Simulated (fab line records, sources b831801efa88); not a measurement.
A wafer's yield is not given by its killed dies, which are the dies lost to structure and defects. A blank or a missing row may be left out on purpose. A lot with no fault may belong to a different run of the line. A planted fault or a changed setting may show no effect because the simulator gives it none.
Chamber matching :: flow gf180mcu :: GF_SAB_ETCH_11 on rie-diel-02 has 4 sister chambers
The step etches SiO2 in C4F8/O2/Ar, target depth 55 nm, time 8.5 s. 18 wafers are shown with their chamber, then 9 later ones without.

## WAFERS, EACH WITH ITS CHAMBER
wafer: L077.3
chamber: 1
oes-product-au (a.u.): 1.006

wafer: L077.4
chamber: 0
oes-product-au (a.u.): 1.000

wafer: L077.6
chamber: 1
oes-product-au (a.u.): 1.001

wafer: L078.1
chamber: 0
oes-product-au (a.u.): 1.002

wafer: L078.2
chamber: 2
oes-product-au (a.u.): 0.999

wafer: L078.3
chamber: 1
oes-product-au (a.u.): 1.004

wafer: L078.4
chamber: 1
oes-product-au (a.u.): 0.998

wafer: L078.5
chamber: 2
oes-product-au (a.u.): 0.991

wafer: L078.6
chamber: 0
oes-product-au (a.u.): 1.006

wafer: L081.2
chamber: 2
oes-product-au (a.u.): 0.992

wafer: L081.4
chamber: 2
oes-product-au (a.u.): 0.996

wafer: L081.5
chamber: 1
oes-product-au (a.u.): 0.999

wafer: L083.4
chamber: 0
oes-product-au (a.u.): 0.995

wafer: L083.5
chamber: 3
oes-product-au (a.u.): 0.978

wafer: L083.6
chamber: 0
oes-product-au (a.u.): 0.993

wafer: L086.4
chamber: 0
oes-product-au (a.u.): 1.004

wafer: L086.5
chamber: 2
oes-product-au (a.u.): 1.008

wafer: L086.6
chamber: 3
oes-product-au (a.u.): 0.993

SIGNATURES (means of the wafers above)
reading: oes-product-au
chamber 0: 1.00000
chamber 1: 1.00160
chamber 2: 0.99720
chamber 3: 0.98550
scatter within a chamber: 0.00582
Rule: for each reading, subtract the chamber's mean from the wafer's reading, divide by that reading's scatter and square the result; add these up over the readings and take the root, which gives the wafer's distance from the chamber. If the next closest chamber is less than 2 further off than the closest, the wafer can't be placed; otherwise it belongs to the closest. The scatter: the root of (the sum of the squares of (reading less its chamber's mean) over the shown wafers, divided by (wafers less chambers)).

## WAFERS WITH NO CHAMBER GIVEN
wafer: L090.1
oes-product-au (a.u.): 0.993

wafer: L090.4
oes-product-au (a.u.): 1.005

wafer: L090.6
oes-product-au (a.u.): 1.002

wafer: L091.3
oes-product-au (a.u.): 1.007

wafer: L091.4
oes-product-au (a.u.): 0.983

wafer: L091.6
oes-product-au (a.u.): 1.001

wafer: L093.3
oes-product-au (a.u.): 0.989

wafer: L093.4
oes-product-au (a.u.): 0.993

wafer: L093.6
oes-product-au (a.u.): 0.997

## WHICH CHAMBER EACH ONE RAN IN
wafer: L090.1
from the rows above: can't be placed: 2 or 0 or 3 or 1
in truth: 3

wafer: L090.4
from the rows above: can't be placed: 1 or 0 or 2
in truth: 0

wafer: L090.6
from the rows above: can't be placed: 1 or 0 or 2
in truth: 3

wafer: L091.3
from the rows above: can't be placed: 1 or 0 or 2
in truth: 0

wafer: L091.4
from the rows above: 3
in truth: 3

wafer: L091.6
from the rows above: can't be placed: 1 or 0 or 2
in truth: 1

wafer: L093.3
from the rows above: can't be placed: 3 or 2 or 0 or 1
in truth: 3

wafer: L093.4
from the rows above: can't be placed: 2 or 0 or 3 or 1
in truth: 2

wafer: L093.6
from the rows above: can't be placed: 2 or 0 or 1 or 3
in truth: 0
Correctly placed: 1 of 9. Unplaceable from these rows: 8, with the true chamber sitting among the candidates in 7. Number placed wrongly: 0.
